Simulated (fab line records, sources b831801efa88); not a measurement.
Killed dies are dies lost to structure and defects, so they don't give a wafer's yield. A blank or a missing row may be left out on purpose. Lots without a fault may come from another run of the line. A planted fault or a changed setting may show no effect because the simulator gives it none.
Which tool did it? | flow gf180mcu | 14 lots, 42 wafers sampled, at 1 step of a route of 602

WHAT THE GAUGES READ, wafer by wafer
GF_M1_RS_MEAS_05: measures by four-point-probe. Usual: M1_ALCU_RS 0.0694 ohm/sq, standard deviation 0.0008.
lot  | measured     | on            | M1_ALCU_RS (ohm/sq)  | flag
L100 | day 16 06:01 | film_metro-01 | 0.0687 0.0680 0.0683 |
L102 | day 16 17:06 | film_metro-01 | 0.0686 0.0688 0.0682 |
L103 | day 16 22:36 | film_metro-03 | 0.0694 0.0698 0.0693 |
L104 | day 17 05:38 | film_metro-02 | 0.0704 0.0712 0.0702 |
L107 | day 19 01:35 | film_metro-02 | 0.0685 0.0685 0.0686 |
L108 | day 19 05:14 | film_metro-01 | 0.0692 0.0692 0.0687 |
L114 | day 21 12:01 | film_metro-01 | 0.0684 0.0681 0.0684 |
L115 | day 21 13:11 | film_metro-03 | 0.0700 0.0702 0.0696 |
L116 | day 21 17:59 | film_metro-02 | 0.0699 0.0699 0.0705 |
L117 | day 22 02:58 | film_metro-02 | 0.0696 0.0691 0.0694 |
L119 | day 23 05:33 | film_metro-01 | 0.0693 0.0693 0.0701 |
L122 | day 24 01:05 | film_metro-03 | 0.0710 0.0699 0.0697 |
L121 | day 24 01:47 | film_metro-01 | 0.0695 0.0692 0.0694 |
L123 | day 24 22:35 | film_metro-01 | 0.0689 0.0689 0.0691 |

WHICH TOOL RAN EACH LOT (tool, then ch and the chambers of the sampled wafers, then the start)
The record holds no process step before these readings.

WHAT THE TOOLS THEMSELVES READ (means of the sampled wafers that have a number; where no wafer has one, the mark that the record gives instead)
The record holds no such reading with a usual standard deviation.

THE ANSWER, worked out from the rows above alone
Rule: a lot is off if the mean of its wafers that have a number lies more than 3 standard deviations from the usual mean. A lot without any number at a reading at which 4 lots or more have one is off too. The other lots that the step has rows for count as sound. The gauges are gone through in route order, then the tools' own readings, and for those a lot's mean is taken as printed above. The first step at which some lot is off is used, and at that step the reading that is off furthest; a lot without a number counts as furthest.
No lot is off at any reading shown: from this, nothing can be told.

WHAT THE SIMULATOR HAD PUT IN
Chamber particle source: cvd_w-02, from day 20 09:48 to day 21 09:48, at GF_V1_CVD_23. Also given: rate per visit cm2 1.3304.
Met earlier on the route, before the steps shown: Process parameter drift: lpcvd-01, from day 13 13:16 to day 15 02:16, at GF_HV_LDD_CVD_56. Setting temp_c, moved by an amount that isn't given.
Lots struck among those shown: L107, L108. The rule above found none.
